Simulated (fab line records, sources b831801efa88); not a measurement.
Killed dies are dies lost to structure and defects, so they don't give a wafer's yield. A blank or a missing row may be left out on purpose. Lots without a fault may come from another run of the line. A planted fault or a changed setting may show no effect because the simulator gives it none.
A struck lot beside a sound one | flow gf180mcu | 16 steps out of a route of 602
Sound: wafers L415.1, L415.3, L415.5. Struck: wafers L417.2, L417.5, L417.6. The cause comes at the end.
At each step with rows: each side's tool, then ch and its chambers, then its first start. Under that, the readings that differ: sound wafers | struck wafers | difference of the means | sigmas: that difference in standard deviations of wafers without a fault.
alike: readings whose means differ by less than 2 such deviations, and words and numbers that are the same on both sides. not compared: withheld readings, readings that some wafer has no value for, bounds like >300 that may hide the same value, and numbers for which the record gives no deviation and whose values overlap.
The two part at a step that has a row with sigmas, a row that says differs or no value, or rows on one side only. Numbers that don't overlap but have no deviation are shown without sigmas and don't part them. A reading that every wafer of one side lacks parts them only if that side has two wafers or more.

first, 6 steps without rows for these wafers: GF_M3_HMDS_08 (prime time 60 s); GF_M3_COAT_09 (resist thk 1000 nm); GF_M3_SOFTBAKE_10 (time 60 s); GF_M3_EXPOSE_11 (exposes mask Metal3, target cd 280 nm); GF_M3_PEB_12 (peb time 90 s); GF_M3_DEVELOP_13 (develop time 60 s).
GF_M3_CD_MEAS_14: target cd 280 nm.
  sound on cd_sem-01, day 22 04:44; struck on cd_sem-01, day 22 17:43
  alike: cd_nm
GF_M3_OVL_MEAS_15:
  sound on overlay-02, day 22 04:51; struck on overlay-01, day 22 17:49
  alike: M3_OVL
GF_M3_METAL_ETCH_16: etches the open film in Cl2/BCl3, stops on SiO2, target depth 750.8 nm, time 125.1 s.
  sound on rie_metal-02 ch 0, day 22 04:53; struck on rie_metal-03 ch 0,1, day 22 17:51
  alike: drypump_motor_current_A, oes_product_au, throttle_valve_pct
  not compared: rf_hours_counter_h
GF_M3_STRIP_17: strips in O2/N2.
  sound on plasma_asher-02 ch 0,1, day 22 05:01; struck on plasma_asher-02 ch 0,1, day 22 17:59
  alike: drypump_motor_current_A, heater_power_w, oes_product_au, strip_time_to_endpoint_s
  not compared: rf_hours_counter_h
then, 2 steps without rows for these wafers: GF_M3_STRIP_18 (strips in post etch residue remover, time 1200 s); GF_M3_CLEAN_19 (cleans in DIW).
GF_V3_CVD_00: deposits SiO2, target thk 600 nm, time 100 s.
  sound on hdpcvd-02 ch 0,1, day 22 05:34; struck on hdpcvd-02 ch 0,2, day 22 18:33
  reading                             | sound             | struck            | difference | sigmas
  sih4_flow_sccm (sccm)               | 60.06 59.54 59.86 | 50.88 50.80 51.28 | -8.83      | -44
  model.SiO2_of_V3_CVD_00.thk_nm (nm) | 598.8 602 595     | 505.6 505.1 505.9 | -93.1      |
  alike: susceptor_temp_C
GF_V3_THK_MEAS_01:
  sound on film_metro-02, day 22 05:38; struck on film_metro-02, day 22 18:38
  reading            | sound       | struck      | difference | sigmas
  V3_CVD_00_THK (nm) | 599 602 596 | 505 505 506 | -94        | -18
GF_V3_CVD_02: deposits SiO2 from TEOS, target thk 850 nm, time 94.851 s.
  sound on pecvd-01 ch 0,2, day 22 05:41; struck on pecvd-04 ch 0,1,2, day 22 18:41
  alike: heater_power_w, susceptor_temp_C
then, 1 step without rows for these wafers: GF_PASSIVATION_PROBE_99.

WHERE THEY PART
First at GF_V3_CVD_00; last, within this record, at GF_V3_THK_MEAS_01. Later steps at which nothing parts them and some readings are alike: GF_V3_CVD_02.

WHY: what the simulator had put in
Process parameter drift: hdpcvd-02, from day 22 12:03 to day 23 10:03, at GF_V3_CVD_00. Setting sih4_flow_sccm, moved by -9, from 60. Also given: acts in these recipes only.
